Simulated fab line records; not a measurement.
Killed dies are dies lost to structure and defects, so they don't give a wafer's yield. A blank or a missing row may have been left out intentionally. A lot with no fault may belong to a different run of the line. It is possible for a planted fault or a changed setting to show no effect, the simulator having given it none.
Which tool was responsible? / flow sky130 / 37 wafers from 13 lots sampled at 4 of the route's 708 steps

WHAT THE GAUGES SHOWED, per wafer
SKY_LOCAL_INTERCONNECT_THK_MEAS_02: measures by xrf.
lot=L879; measured=day 28 22:11; on=filmMetro-04; LOCAL_INTERCONNECT_TIN_THK (nm)=98.5 98.2 99.0
lot=L880; measured=day 29 12:40; on=filmMetro-03; LOCAL_INTERCONNECT_TIN_THK (nm)=97.3 97.4 97.6
lot=L881; measured=day 30 00:13; on=filmMetro-01; LOCAL_INTERCONNECT_TIN_THK (nm)=99.3 98.4 99.4
lot=L882; measured=day 30 04:56; on=filmMetro-01; LOCAL_INTERCONNECT_TIN_THK (nm)=100.7 100.1 102.2
lot=L885; measured=day 31 00:33; on=filmMetro-01; LOCAL_INTERCONNECT_TIN_THK (nm)=98.6 98.2 97.9
lot=L886; measured=day 31 12:55; on=filmMetro-03; LOCAL_INTERCONNECT_TIN_THK (nm)=99.4 99.8 100.4
lot=L888; measured=day 32 12:55; on=filmMetro-03; LOCAL_INTERCONNECT_TIN_THK (nm)=98.3 98.4 98.7
lot=L889; measured=day 32 19:54; on=filmMetro-04; LOCAL_INTERCONNECT_TIN_THK (nm)=97.8 97.3 98.0
lot=L890; measured=day 33 05:01; on=filmMetro-04; LOCAL_INTERCONNECT_TIN_THK (nm)=98.3 98.0 98.1
lot=L894; measured=day 34 06:37; on=filmMetro-01; LOCAL_INTERCONNECT_TIN_THK (nm)=98.9 99.3 99.9
lot=L892; measured=day 34 12:49; on=filmMetro-04; LOCAL_INTERCONNECT_TIN_THK (nm)=98.6
lot=L896; measured=day 34 16:26; on=filmMetro-01; LOCAL_INTERCONNECT_TIN_THK (nm)=98.9 98.7 98.7
lot=L902; measured=day 36 12:16; on=filmMetro-03; LOCAL_INTERCONNECT_TIN_THK (nm)=100.2 99.9 99.7

SKY_METAL1_CD_MEAS_15 targets a cd of 140 nm.
lot=L879; measured=day 32 13:17; on=cdSem-01; cdNm (nm)=141.0 141.0 139.9
lot=L880; measured=day 33 02:39; on=cdSem-02; cdNm (nm)=140.4 138.5 140.0
lot=L881; measured=day 33 13:44; on=cdSem-01; cdNm (nm)=137.2 137.2 138.0
lot=L882; measured=day 33 19:00; on=cdSem-02; cdNm (nm)=138.4 138.6 139.3
lot=L885; measured=day 34 13:40; on=cdSem-01; cdNm (nm)=141.0 138.4 140.5
lot=L886; measured=day 35 01:49; on=cdSem-02; cdNm (nm)=140.0 140.3 139.3
lot=L888; measured=day 35 22:57; on=cdSem-01; cdNm (nm)=140.7 140.7 141.9
lot=L889; measured=day 36 07:50; on=cdSem-01; cdNm (nm)=138.1 136.8 136.7
lot=L890; measured=day 36 15:16; on=cdSem-01; cdNm (nm)=138.7 138.9 140.3
lot=L894; measured=day 37 15:55; on=cdSem-02; cdNm (nm)=135.9 138.4 138.5
lot=L892; measured=day 37 22:46; on=cdSem-02; cdNm (nm)=142.5
lot=L896; measured=day 38 01:36; on=cdSem-02; cdNm (nm)=141.0 141.5 138.6
lot=L902; measured=day 39 18:21; on=cdSem-01; cdNm (nm)=138.7 139.1 137.6

WHAT TOOL EACH LOT RAN ON (gives the tool, then ch and the chambers of the sampled wafers, and finally the start)
lot=L879; SKY_CONTACT_STRIP_19=plasmaAsher-04 ch 0,1, day 31 08:07; SKY_CONTACT_CMP_27=cmp-01 ch 0,1, day 31 09:09
lot=L880; SKY_CONTACT_STRIP_19=plasmaAsher-04 ch 1, day 31 22:13; SKY_CONTACT_CMP_27=cmp-02 ch 0,1,2, day 31 23:36
lot=L881; SKY_CONTACT_STRIP_19=plasmaAsher-01 ch 0,1, day 32 08:58; SKY_CONTACT_CMP_27=cmp-01 ch 0,1, day 32 09:55
lot=L882; SKY_CONTACT_STRIP_19=plasmaAsher-04 ch 1, day 32 13:55; SKY_CONTACT_CMP_27=cmp-01 ch 1,2,3, day 32 15:21
lot=L885; SKY_CONTACT_STRIP_19=plasmaAsher-03 ch 0,1, day 33 09:33; SKY_CONTACT_CMP_27=cmp-01 ch 0,1,3, day 33 10:32
lot=L886; SKY_CONTACT_STRIP_19=plasmaAsher-01 ch 0,1, day 33 21:30; SKY_CONTACT_CMP_27=cmp-01 ch 1,2,3, day 33 22:32
lot=L888; SKY_CONTACT_STRIP_19=plasmaAsher-01 ch 0,1, day 34 19:46; SKY_CONTACT_CMP_27=cmp-02 ch 0,2, day 34 20:46
lot=L889; SKY_CONTACT_STRIP_19=plasmaAsher-01 ch 0,1, day 35 03:41; SKY_CONTACT_CMP_27=cmp-01 ch 2,3, day 35 04:39
lot=L890; SKY_CONTACT_STRIP_19=plasmaAsher-03 ch 0,1, day 35 11:34; SKY_CONTACT_CMP_27=cmp-02 ch 1,2,3, day 35 12:32
lot=L894; SKY_CONTACT_STRIP_19=plasmaAsher-04 ch 0,1, day 36 11:43; SKY_CONTACT_CMP_27=cmp-01 ch 0,3, day 36 13:04
lot=L892; SKY_CONTACT_STRIP_19=plasmaAsher-01 ch 0, day 36 19:04; SKY_CONTACT_CMP_27=cmp-02 ch 1, day 36 20:24
lot=L896; SKY_CONTACT_STRIP_19=plasmaAsher-03 ch 0,1, day 36 22:28; SKY_CONTACT_CMP_27=cmp-02 ch 2,3, day 36 23:28
lot=L902; SKY_CONTACT_STRIP_19=plasmaAsher-03 ch 0,1, day 38 16:16; SKY_CONTACT_CMP_27=cmp-01 ch 2,3, day 38 17:13
- SKY_CONTACT_STRIP_19: strips in O2/N2.
- SKY_CONTACT_CMP_27: polishes, stops on SiO2, t overpolish 15 s, target thk 0 nm.

WHAT THE TOOLS THEMSELVES READ (means of the sampled wafers that have a number; where no wafer has one, the mark that the record gives instead)
SKY_CONTACT_STRIP_19.
lot=L879; tool=plasmaAsher-04; chamberPressureMTorr (mTorr)=1500.0; drypumpMotorCurrentA (A)=5.9; oesProductAu (a.u.)=0.380; stripTimeToEndpointS (s)=3.640
lot=L880; tool=plasmaAsher-04; chamberPressureMTorr (mTorr)=1500.9; drypumpMotorCurrentA (A)=6.0; oesProductAu (a.u.)=0.383; stripTimeToEndpointS (s)=3.615
lot=L881; tool=plasmaAsher-01; chamberPressureMTorr (mTorr)=1499.2; drypumpMotorCurrentA (A)=5.9; oesProductAu (a.u.)=0.385; stripTimeToEndpointS (s)=3.597
lot=L882; tool=plasmaAsher-04; chamberPressureMTorr (mTorr)=1501.0; drypumpMotorCurrentA (A)=6.0; oesProductAu (a.u.)=0.376; stripTimeToEndpointS (s)=3.616
lot=L885; tool=plasmaAsher-03; chamberPressureMTorr (mTorr)=1501.1; drypumpMotorCurrentA (A)=5.2; oesProductAu (a.u.)=0.381; stripTimeToEndpointS (s)=3.616
lot=L886; tool=plasmaAsher-01; chamberPressureMTorr (mTorr)=1500.2; drypumpMotorCurrentA (A)=5.9; oesProductAu (a.u.)=0.381; stripTimeToEndpointS (s)=3.606
lot=L888; tool=plasmaAsher-01; chamberPressureMTorr (mTorr)=1500.2; drypumpMotorCurrentA (A)=5.9; oesProductAu (a.u.)=0.382; stripTimeToEndpointS (s)=3.610
lot=L889; tool=plasmaAsher-01; chamberPressureMTorr (mTorr)=1500.8; drypumpMotorCurrentA (A)=5.9; oesProductAu (a.u.)=0.381; stripTimeToEndpointS (s)=3.593
lot=L890; tool=plasmaAsher-03; chamberPressureMTorr (mTorr)=1500.0; drypumpMotorCurrentA (A)=5.5; oesProductAu (a.u.)=0.382; stripTimeToEndpointS (s)=3.613
lot=L894; tool=plasmaAsher-04; chamberPressureMTorr (mTorr)=1499.5; drypumpMotorCurrentA (A)=5.9; oesProductAu (a.u.)=0.381; stripTimeToEndpointS (s)=3.622
lot=L892; tool=plasmaAsher-01; chamberPressureMTorr (mTorr)=1497.7; drypumpMotorCurrentA (A)=5.8; oesProductAu (a.u.)=0.378; stripTimeToEndpointS (s)=3.735
lot=L896; tool=plasmaAsher-03; chamberPressureMTorr (mTorr)=1499.9; drypumpMotorCurrentA (A)=5.5; oesProductAu (a.u.)=0.385; stripTimeToEndpointS (s)=3.621
lot=L902; tool=plasmaAsher-03; chamberPressureMTorr (mTorr)=1498.9; drypumpMotorCurrentA (A)=5.2; oesProductAu (a.u.)=0.380; stripTimeToEndpointS (s)=3.616

SKY_CONTACT_CMP_27.
lot=L879; tool=cmp-01; headPressurePsi (psi)=3.499; motorCurrentA (A)=9.7; overpolishRunS (s)=15.003; timeToEndpointS (s)=83.2
lot=L880; tool=cmp-02; headPressurePsi (psi)=3.500; motorCurrentA (A)=11.7; overpolishRunS (s)=15.001; timeToEndpointS (s)=83.5
lot=L881; tool=cmp-01; headPressurePsi (psi)=3.511; motorCurrentA (A)=9.6; overpolishRunS (s)=15.013; timeToEndpointS (s)=80.4
lot=L882; tool=cmp-01; headPressurePsi (psi)=3.498; motorCurrentA (A)=10.8; overpolishRunS (s)=15.001; timeToEndpointS (s)=77.7
lot=L885; tool=cmp-01; headPressurePsi (psi)=3.497; motorCurrentA (A)=9.8; overpolishRunS (s)=15.005; timeToEndpointS (s)=77.9
lot=L886; tool=cmp-01; headPressurePsi (psi)=3.502; motorCurrentA (A)=10.7; overpolishRunS (s)=15.005; timeToEndpointS (s)=81.2
lot=L888; tool=cmp-02; headPressurePsi (psi)=3.504; motorCurrentA (A)=11.7; overpolishRunS (s)=15.002; timeToEndpointS (s)=82.3
lot=L889; tool=cmp-01; headPressurePsi (psi)=3.499; motorCurrentA (A)=9.8; overpolishRunS (s)=15.005; timeToEndpointS (s)=79.9
lot=L890; tool=cmp-02; headPressurePsi (psi)=3.506; motorCurrentA (A)=12.0; overpolishRunS (s)=15.005; timeToEndpointS (s)=79.3
lot=L894; tool=cmp-01; headPressurePsi (psi)=3.500; motorCurrentA (A)=8.8; overpolishRunS (s)=15.005; timeToEndpointS (s)=79.0
lot=L892; tool=cmp-02; headPressurePsi (psi)=3.491; motorCurrentA (A)=12.7; overpolishRunS (s)=15.017; timeToEndpointS (s)=75.7
lot=L896; tool=cmp-02; headPressurePsi (psi)=3.503; motorCurrentA (A)=12.6; overpolishRunS (s)=14.993; timeToEndpointS (s)=78.1
lot=L902; tool=cmp-01; headPressurePsi (psi)=3.494; motorCurrentA (A)=9.8; overpolishRunS (s)=14.993; timeToEndpointS (s)=76.1

THE ANSWER, worked out from the rows above alone
Rule: usual is defined by the lots themselves. Put in order of their means at a reading, lots are off if they are a third of the lots or fewer, leave a main group of 4 or more, and stand apart from it by a gap of 3 or more times the standard deviation of the main group's means; of several such gaps the widest counts. A main group whose means are all the same, to the digits that the tables above print for the reading, isn't used. A lot without any number at a reading at which 4 lots or more have one is off too. Any other lot the step has rows for is counted as sound. Order of review: gauges by route order, followed by the tools' own readings, for which a lot's mean as printed above is used. At the first step where some lot is off, the reading lying furthest off is the one used; lots without a number count as furthest.
Off at SKY_CONTACT_STRIP_19 (stripTimeToEndpointS): L892. Mean 3.614 s and standard deviation 0.012 in the main group.
If a tool, at that step or one of the process steps before it, ran each lot that is off and ran no sound lot following the first of them, it fits. One fits: plasmaAsher-01 at SKY_CONTACT_STRIP_19. A fault onset in the window from L889 (day 35 03:41, its last sound lot) to L892 (day 36 19:04, its first lot off) fits.
On the lots that are off, the tool's own readings at SKY_CONTACT_STRIP_19 differ by more than 5 times the standard deviation of the sound lots' means, which bears it out; stripTimeToEndpointS reads 3.735 s there versus 3.614 s on the sound lots.

WHAT THE SIMULATOR HAD INSERTED
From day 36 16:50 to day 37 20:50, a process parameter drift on plasmaAsher-01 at SKY_CONTACT_STRIP_19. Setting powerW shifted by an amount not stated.
Shown lots that were struck: L892. The same result came from the rule above.
